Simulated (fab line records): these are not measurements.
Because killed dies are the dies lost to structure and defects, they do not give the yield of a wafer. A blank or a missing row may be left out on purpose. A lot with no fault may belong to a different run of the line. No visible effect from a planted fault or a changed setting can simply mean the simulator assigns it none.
The tool behind it: which one? || flow gf180mcu || Sampling: 13 lots, 39 wafers, 5 of 602 route steps

## WHAT THE GAUGES READ, wafer by wafer
GF_VT_IMPLANT_RS_MEAS_47: uses a four-point probe to measure. Usual: NWELL_RS gives 487.9 ohm/sq (standard deviation 1.5).
{"lot": "L266", "measured": "day 7 14:19", "on": "film-metro-02", "NWELL_RS (ohm/sq)": "490.2 489.5 488.2", "flag": ""}
{"lot": "L267", "measured": "day 7 20:34", "on": "film-metro-02", "NWELL_RS (ohm/sq)": "488.6 489.9 489.3", "flag": ""}
{"lot": "L268", "measured": "day 7 22:46", "on": "film-metro-02", "NWELL_RS (ohm/sq)": "490.2 488.3 491.0", "flag": ""}
{"lot": "L269", "measured": "day 8 05:53", "on": "film-metro-04", "NWELL_RS (ohm/sq)": "488.0 488.0 487.8", "flag": ""}
{"lot": "L270", "measured": "day 8 15:54", "on": "film-metro-04", "NWELL_RS (ohm/sq)": "489.6 490.0 490.1", "flag": ""}
{"lot": "L272", "measured": "day 9 03:37", "on": "film-metro-03", "NWELL_RS (ohm/sq)": "487.9 490.3 489.3", "flag": ""}
{"lot": "L273", "measured": "day 9 11:02", "on": "film-metro-04", "NWELL_RS (ohm/sq)": "489.5 489.0 488.2", "flag": ""}
{"lot": "L274", "measured": "day 9 18:16", "on": "film-metro-03", "NWELL_RS (ohm/sq)": "486.8 486.6 485.6", "flag": ""}
{"lot": "L275", "measured": "day 10 02:08", "on": "film-metro-02", "NWELL_RS (ohm/sq)": "488.2 488.2 487.2", "flag": ""}
{"lot": "L277", "measured": "day 10 16:02", "on": "film-metro-04", "NWELL_RS (ohm/sq)": "487.2 485.9 486.7", "flag": ""}
{"lot": "L280", "measured": "day 11 10:41", "on": "film-metro-03", "NWELL_RS (ohm/sq)": "487.6 488.1 488.0", "flag": ""}
{"lot": "L284", "measured": "day 12 13:47", "on": "film-metro-04", "NWELL_RS (ohm/sq)": "486.4 486.9 487.2", "flag": ""}
{"lot": "L289", "measured": "day 14 01:13", "on": "film-metro-02", "NWELL_RS (ohm/sq)": "487.6 488.6 488.8", "flag": ""}

GF_VT_IMPLANT_RS_MEAS_48: uses a four-point probe to measure. Usual: LVPWELL_RS gives 1197.1 ohm/sq (standard deviation 2.5).
{"lot": "L266", "measured": "day 7 14:26", "on": "film-metro-02", "LVPWELL_RS (ohm/sq)": "1197.5 1202.3 1199.0", "flag": ""}
{"lot": "L267", "measured": "day 7 20:41", "on": "film-metro-02", "LVPWELL_RS (ohm/sq)": "1194.6 1193.9 1193.7", "flag": ""}
{"lot": "L268", "measured": "day 7 22:53", "on": "film-metro-02", "LVPWELL_RS (ohm/sq)": "1197.6 1198.4 1200.7", "flag": ""}
{"lot": "L269", "measured": "day 8 06:00", "on": "film-metro-04", "LVPWELL_RS (ohm/sq)": "1195.5 1199.5 1196.0", "flag": ""}
{"lot": "L270", "measured": "day 8 16:01", "on": "film-metro-04", "LVPWELL_RS (ohm/sq)": "1196.4 1197.6 1199.2", "flag": ""}
{"lot": "L272", "measured": "day 9 03:44", "on": "film-metro-03", "LVPWELL_RS (ohm/sq)": "1195.1 1195.9 1194.4", "flag": ""}
{"lot": "L273", "measured": "day 9 11:10", "on": "film-metro-04", "LVPWELL_RS (ohm/sq)": "1196.1 1198.9 1197.9", "flag": ""}
{"lot": "L274", "measured": "day 9 18:23", "on": "film-metro-03", "LVPWELL_RS (ohm/sq)": "1191.8 1196.6 1195.9", "flag": ""}
{"lot": "L275", "measured": "day 10 02:15", "on": "film-metro-02", "LVPWELL_RS (ohm/sq)": "1194.4 1194.8 1198.0", "flag": ""}
{"lot": "L277", "measured": "day 10 16:09", "on": "film-metro-04", "LVPWELL_RS (ohm/sq)": "1196.3 1193.4 1198.2", "flag": ""}
{"lot": "L280", "measured": "day 11 10:48", "on": "film-metro-03", "LVPWELL_RS (ohm/sq)": "1195.6 1196.5 1199.1", "flag": ""}
{"lot": "L284", "measured": "day 12 13:54", "on": "film-metro-04", "LVPWELL_RS (ohm/sq)": "1135.0 1132.7 1134.9", "flag": "OFF"}
{"lot": "L289", "measured": "day 14 01:20", "on": "film-metro-02", "LVPWELL_RS (ohm/sq)": "1140.1 1135.7 1135.4", "flag": "OFF"}

GF_PSD_RS_MEAS_14: uses a four-point probe to measure. Usual: NSD_RS gives 46.13 ohm/sq (standard deviation 0.1).
{"lot": "L266", "measured": "day 14 03:39", "on": "film-metro-02", "NSD_RS (ohm/sq)": "46.15 46.14 46.08", "flag": ""}
{"lot": "L267", "measured": "day 14 13:36", "on": "film-metro-03", "NSD_RS (ohm/sq)": "46.10 46.01 45.93", "flag": ""}
{"lot": "L268", "measured": "day 14 16:44", "on": "film-metro-02", "NSD_RS (ohm/sq)": "46.11 46.06 46.09", "flag": ""}
{"lot": "L269", "measured": "day 14 21:40", "on": "film-metro-01", "NSD_RS (ohm/sq)": "46.01 46.01 45.98", "flag": ""}
{"lot": "L270", "measured": "day 15 12:11", "on": "film-metro-02", "NSD_RS (ohm/sq)": "46.20 46.32 46.22", "flag": ""}
{"lot": "L272", "measured": "day 16 05:07", "on": "film-metro-02", "NSD_RS (ohm/sq)": "46.14 46.26 46.16", "flag": ""}
{"lot": "L273", "measured": "day 16 15:35", "on": "film-metro-01", "NSD_RS (ohm/sq)": "46.08 45.99 45.87", "flag": ""}
{"lot": "L274", "measured": "day 17 02:25", "on": "film-metro-03", "NSD_RS (ohm/sq)": "46.36 46.12 46.29", "flag": ""}
{"lot": "L275", "measured": "day 17 08:50", "on": "film-metro-03", "NSD_RS (ohm/sq)": "46.13 46.32 46.13", "flag": ""}
{"lot": "L277", "measured": "day 18 09:56", "on": "film-metro-03", "NSD_RS (ohm/sq)": "46.00 46.12 46.08", "flag": ""}
{"lot": "L280", "measured": "day 19 05:22", "on": "film-metro-01", "NSD_RS (ohm/sq)": "46.13 46.14 46.01", "flag": ""}
{"lot": "L284", "measured": "day 20 15:38", "on": "film-metro-03", "NSD_RS (ohm/sq)": "46.12 46.04 46.13", "flag": ""}
{"lot": "L289", "measured": "day 22 05:29", "on": "film-metro-02", "NSD_RS (ohm/sq)": "46.17 46.21 46.31", "flag": ""}

## EACH LOT AND THE TOOL THAT RAN IT (in order: tool; ch and the chambers of the sampled wafers; start)
{"lot": "L266", "GF_LVPWELL_IMPLANT_09": "implanter-04 ch 0, day 3 22:07", "GF_VT_IMPLANT_STRIP_42": "plasma-asher-04 ch 0,1, day 7 13:52"}
{"lot": "L267", "GF_LVPWELL_IMPLANT_09": "implanter-04 ch 0, day 4 02:57", "GF_VT_IMPLANT_STRIP_42": "plasma-asher-03 ch 0,1, day 7 20:07"}
{"lot": "L268", "GF_LVPWELL_IMPLANT_09": "implanter-02 ch 0, day 4 05:59", "GF_VT_IMPLANT_STRIP_42": "plasma-asher-04 ch 0,1, day 7 22:20"}
{"lot": "L269", "GF_LVPWELL_IMPLANT_09": "implanter-01 ch 0, day 4 11:58", "GF_VT_IMPLANT_STRIP_42": "plasma-asher-02 ch 0,1, day 8 05:26"}
{"lot": "L270", "GF_LVPWELL_IMPLANT_09": "implanter-01 ch 0, day 4 18:43", "GF_VT_IMPLANT_STRIP_42": "plasma-asher-04 ch 0,1, day 8 15:27"}
{"lot": "L272", "GF_LVPWELL_IMPLANT_09": "implanter-01 ch 0, day 5 05:43", "GF_VT_IMPLANT_STRIP_42": "plasma-asher-03 ch 0,1, day 9 03:05"}
{"lot": "L273", "GF_LVPWELL_IMPLANT_09": "implanter-02 ch 0, day 5 12:23", "GF_VT_IMPLANT_STRIP_42": "plasma-asher-03 ch 0,1, day 9 10:36"}
{"lot": "L274", "GF_LVPWELL_IMPLANT_09": "implanter-02 ch 0, day 5 17:17", "GF_VT_IMPLANT_STRIP_42": "plasma-asher-04 ch 0,1, day 9 17:50"}
{"lot": "L275", "GF_LVPWELL_IMPLANT_09": "implanter-04 ch 0, day 5 22:38", "GF_VT_IMPLANT_STRIP_42": "plasma-asher-03 ch 0,1, day 10 01:42"}
{"lot": "L277", "GF_LVPWELL_IMPLANT_09": "implanter-02 ch 0, day 6 11:20", "GF_VT_IMPLANT_STRIP_42": "plasma-asher-02 ch 0,1, day 10 15:36"}
{"lot": "L280", "GF_LVPWELL_IMPLANT_09": "implanter-02 ch 0, day 7 03:41", "GF_VT_IMPLANT_STRIP_42": "plasma-asher-02 ch 0,1, day 11 10:15"}
{"lot": "L284", "GF_LVPWELL_IMPLANT_09": "implanter-02 ch 0, day 8 01:41", "GF_VT_IMPLANT_STRIP_42": "plasma-asher-03 ch 0,1, day 12 13:21"}
{"lot": "L289", "GF_LVPWELL_IMPLANT_09": "implanter-02 ch 0, day 9 05:40", "GF_VT_IMPLANT_STRIP_42": "plasma-asher-02 ch 0,1, day 14 00:45"}
- GF_LVPWELL_IMPLANT_09
- GF_VT_IMPLANT_STRIP_42: strips in O2/N2.

## AS READ BY THE TOOLS THEMSELVES (means over the sampled wafers that have a number; for cases with no such wafer, the mark the record gives instead)
GF_LVPWELL_IMPLANT_09. Usual: beam-on-s 9.98 s, standard deviation 0.2; dose-ions-cm2 5e+12, standard deviation 5.4e+09; faraday-current-uA 28.3, standard deviation 0.55.
{"lot": "L266", "tool": "implanter-04", "beam-on-s (s)": 10.12, "dose-ions-cm2": 5e+12, "faraday-current-uA": 27.9, "flag": ""}
{"lot": "L267", "tool": "implanter-04", "beam-on-s (s)": 10.16, "dose-ions-cm2": 5e+12, "faraday-current-uA": 27.8, "flag": ""}
{"lot": "L268", "tool": "implanter-02", "beam-on-s (s)": 9.96, "dose-ions-cm2": 5e+12, "faraday-current-uA": 28.3, "flag": ""}
{"lot": "L269", "tool": "implanter-01", "beam-on-s (s)": 10.06, "dose-ions-cm2": 5e+12, "faraday-current-uA": 28.0, "flag": ""}
{"lot": "L270", "tool": "implanter-01", "beam-on-s (s)": 9.94, "dose-ions-cm2": 5e+12, "faraday-current-uA": 28.4, "flag": ""}
{"lot": "L272", "tool": "implanter-01", "beam-on-s (s)": 9.95, "dose-ions-cm2": 5e+12, "faraday-current-uA": 28.3, "flag": ""}
{"lot": "L273", "tool": "implanter-02", "beam-on-s (s)": 10.10, "dose-ions-cm2": 5e+12, "faraday-current-uA": 27.9, "flag": ""}
{"lot": "L274", "tool": "implanter-02", "beam-on-s (s)": 9.85, "dose-ions-cm2": 5e+12, "faraday-current-uA": 28.6, "flag": ""}
{"lot": "L275", "tool": "implanter-04", "beam-on-s (s)": 9.88, "dose-ions-cm2": 5e+12, "faraday-current-uA": 28.5, "flag": ""}
{"lot": "L277", "tool": "implanter-02", "beam-on-s (s)": 9.84, "dose-ions-cm2": 5e+12, "faraday-current-uA": 28.6, "flag": ""}
{"lot": "L280", "tool": "implanter-02", "beam-on-s (s)": 9.95, "dose-ions-cm2": 5e+12, "faraday-current-uA": 28.4, "flag": ""}
{"lot": "L284", "tool": "implanter-02", "beam-on-s (s)": 10.06, "dose-ions-cm2": 7e+12, "faraday-current-uA": 37.1, "flag": "OFF"}
{"lot": "L289", "tool": "implanter-02", "beam-on-s (s)": 10.00, "dose-ions-cm2": 7e+12, "faraday-current-uA": 37.3, "flag": "OFF"}

GF_VT_IMPLANT_STRIP_42. Usual: chamber-pressure-mTorr 1500.0 mTorr, standard deviation 1.2; drypump-motor-current-A 5.5 A, standard deviation 0.34; heater-power-w 332 W, standard deviation 57; oes-product-au 0.715 a.u., standard deviation 0.0047; strip-time-to-endpoint-s 12.64 s, standard deviation 0.033.
{"lot": "L266", "tool": "plasma-asher-04", "chamber-pressure-mTorr (mTorr)": 1500.0, "drypump-motor-current-A (A)": 5.5, "heater-power-w (W)": 314, "oes-product-au (a.u.)": 0.715, "strip-time-to-endpoint-s (s)": 12.65, "flag": ""}
{"lot": "L267", "tool": "plasma-asher-03", "chamber-pressure-mTorr (mTorr)": 1498.7, "drypump-motor-current-A (A)": 5.7, "heater-power-w (W)": 382, "oes-product-au (a.u.)": 0.719, "strip-time-to-endpoint-s (s)": 12.65, "flag": ""}
{"lot": "L268", "tool": "plasma-asher-04", "chamber-pressure-mTorr (mTorr)": 1499.8, "drypump-motor-current-A (A)": 5.5, "heater-power-w (W)": 316, "oes-product-au (a.u.)": 0.713, "strip-time-to-endpoint-s (s)": 12.65, "flag": ""}
{"lot": "L269", "tool": "plasma-asher-02", "chamber-pressure-mTorr (mTorr)": 1498.9, "drypump-motor-current-A (A)": 5.2, "heater-power-w (W)": 325, "oes-product-au (a.u.)": 0.715, "strip-time-to-endpoint-s (s)": 12.62, "flag": ""}
{"lot": "L270", "tool": "plasma-asher-04", "chamber-pressure-mTorr (mTorr)": 1500.1, "drypump-motor-current-A (A)": 5.5, "heater-power-w (W)": 312, "oes-product-au (a.u.)": 0.715, "strip-time-to-endpoint-s (s)": 12.63, "flag": ""}
{"lot": "L272", "tool": "plasma-asher-03", "chamber-pressure-mTorr (mTorr)": 1499.5, "drypump-motor-current-A (A)": 5.5, "heater-power-w (W)": 336, "oes-product-au (a.u.)": 0.715, "strip-time-to-endpoint-s (s)": 12.69, "flag": ""}
{"lot": "L273", "tool": "plasma-asher-03", "chamber-pressure-mTorr (mTorr)": 1501.1, "drypump-motor-current-A (A)": 5.6, "heater-power-w (W)": 338, "oes-product-au (a.u.)": 0.713, "strip-time-to-endpoint-s (s)": 12.64, "flag": ""}
{"lot": "L274", "tool": "plasma-asher-04", "chamber-pressure-mTorr (mTorr)": 1500.0, "drypump-motor-current-A (A)": 5.8, "heater-power-w (W)": 288, "oes-product-au (a.u.)": 0.708, "strip-time-to-endpoint-s (s)": 12.65, "flag": ""}
{"lot": "L275", "tool": "plasma-asher-03", "chamber-pressure-mTorr (mTorr)": 1499.6, "drypump-motor-current-A (A)": 5.7, "heater-power-w (W)": 384, "oes-product-au (a.u.)": 0.719, "strip-time-to-endpoint-s (s)": 12.63, "flag": ""}
{"lot": "L277", "tool": "plasma-asher-02", "chamber-pressure-mTorr (mTorr)": 1498.6, "drypump-motor-current-A (A)": 5.2, "heater-power-w (W)": 319, "oes-product-au (a.u.)": 0.714, "strip-time-to-endpoint-s (s)": 12.68, "flag": ""}
{"lot": "L280", "tool": "plasma-asher-02", "chamber-pressure-mTorr (mTorr)": 1499.5, "drypump-motor-current-A (A)": 5.2, "heater-power-w (W)": 324, "oes-product-au (a.u.)": 0.715, "strip-time-to-endpoint-s (s)": 12.65, "flag": ""}
{"lot": "L284", "tool": "plasma-asher-03", "chamber-pressure-mTorr (mTorr)": 1499.5, "drypump-motor-current-A (A)": 5.7, "heater-power-w (W)": 387, "oes-product-au (a.u.)": 0.713, "strip-time-to-endpoint-s (s)": 12.63, "flag": ""}
{"lot": "L289", "tool": "plasma-asher-02", "chamber-pressure-mTorr (mTorr)": 1500.7, "drypump-motor-current-A (A)": 5.2, "heater-power-w (W)": 323, "oes-product-au (a.u.)": 0.713, "strip-time-to-endpoint-s (s)": 12.65, "flag": ""}

## THE ANSWER, worked out from the rows above alone
Rule: a lot is off if the mean of its wafers that have a number lies more than 3 standard deviations from the usual mean. Also off: a lot with no number at a reading for which 4 or more lots have one. All remaining lots with rows at the step are treated as sound. The gauges are gone through in route order, then the tools' own readings, and for those a lot's mean is taken as printed above. At the first step where some lot is off, the reading lying furthest off is the one used; lots without a number count as furthest.
Off: L284, L289, at GF_VT_IMPLANT_RS_MEAS_48 (LVPWELL_RS).
A tool fits if, at a process step before that reading, it ran every lot that is off, and no sound lot after the first of them. The gauges at GF_VT_IMPLANT_RS_MEAS_48 aren't tried: what is off there is off at GF_LVPWELL_IMPLANT_09 too, on other tools, and a gauge's error can't cause that. One fits: GF_LVPWELL_IMPLANT_09 on implanter-02. Its last sound lot is L280 (day 7 03:41), its first lot that is off L284 (day 8 01:41): a fault that began between those two fits.
The tool's own readings at GF_LVPWELL_IMPLANT_09 bear it out: on the lots that are off they differ by more than 5 times the standard deviation of the sound lots' means. dose-ions-cm2 reads 7e+12 there against 5e+12 on the sound lots; faraday-current-uA reads 37.2 there against 28.2 on the sound lots.

## WHAT WAS PUT IN BY THE SIMULATOR
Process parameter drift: implanter-02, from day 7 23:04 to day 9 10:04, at GF_LVPWELL_IMPLANT_09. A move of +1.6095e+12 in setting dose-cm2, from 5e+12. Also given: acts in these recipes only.
Shown lots that were struck: L284, L289. Same finding as the rule above.
